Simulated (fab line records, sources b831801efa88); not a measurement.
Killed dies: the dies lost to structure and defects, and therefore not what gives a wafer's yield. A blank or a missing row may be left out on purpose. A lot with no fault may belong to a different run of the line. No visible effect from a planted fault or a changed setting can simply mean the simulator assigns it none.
Chamber matching | flow sky130 | SKY_VIA1_ETCH_15 on rie diel-01 has 4 sister chambers
The step etches SiO2 in C4F8/O2/Ar, stops on TiN, target depth 351 nm, time 54 s. 14 wafers are shown with their chamber, then 7 later ones without.

## EACH WAFER AND ITS CHAMBER
wafer  | chamber | oes product au (a.u.)
L631.1 | 1       | 0.984
L631.2 | 2       | 0.990
L631.4 | 0       | 0.976
L634.1 | 0       | 0.979
L634.3 | 1       | 0.986
L634.4 | 0       | 0.978
L639.3 | 1       | 0.978
L639.4 | 0       | 0.983
L639.6 | 0       | 0.985
L641.1 | 0       | 0.974
L641.2 | 3       | 0.978
L641.6 | 1       | 0.989
L648.1 | 2       | 0.974
L648.2 | 0       | 0.979

SIGNATURES (means of the wafers above)
reading        | chamber 0 | chamber 1 | chamber 2 | chamber 3 | scatter within a chamber
oes product au | 0.97914   | 0.98425   | 0.98200   | 0.97800   | 0.00529
Rule: for a wafer and a chamber, the distance is found by dividing, reading by reading, the gap between the wafer's reading and the chamber's mean by the reading's scatter, squaring, summing and taking the root. The wafer belongs to the nearest chamber; if the next one is less than 2 further off, it can't be placed. The scatter: the root of (the sum of the squares of (reading less its chamber's mean) over the shown wafers, divided by (wafers less chambers)).

## WAFERS WITH NO CHAMBER GIVEN
wafer  | oes product au (a.u.)
L648.3 | 0.983
L649.2 | 0.984
L649.4 | 0.981
L649.6 | 0.978
L651.1 | 0.981
L651.2 | 0.987
L651.5 | 0.973

## THE CHAMBER EACH PASSED THROUGH
wafer  | from the rows above               | in truth
L648.3 | can't be placed: 2 or 1 or 0 or 3 | 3
L649.2 | can't be placed: 1 or 2 or 0 or 3 | 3
L649.4 | can't be placed: 2 or 0 or 3 or 1 | 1
L649.6 | can't be placed: 3 or 0 or 2 or 1 | 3
L651.1 | can't be placed: 2 or 0 or 3 or 1 | 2
L651.2 | can't be placed: 1 or 2 or 0 or 3 | 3
L651.5 | can't be placed: 3 or 0 or 2 or 1 | 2
Placed correctly: 0 of 7. Unplaceable from these rows: 7, with the true chamber sitting among the candidates in 7. Number placed wrongly: 0.
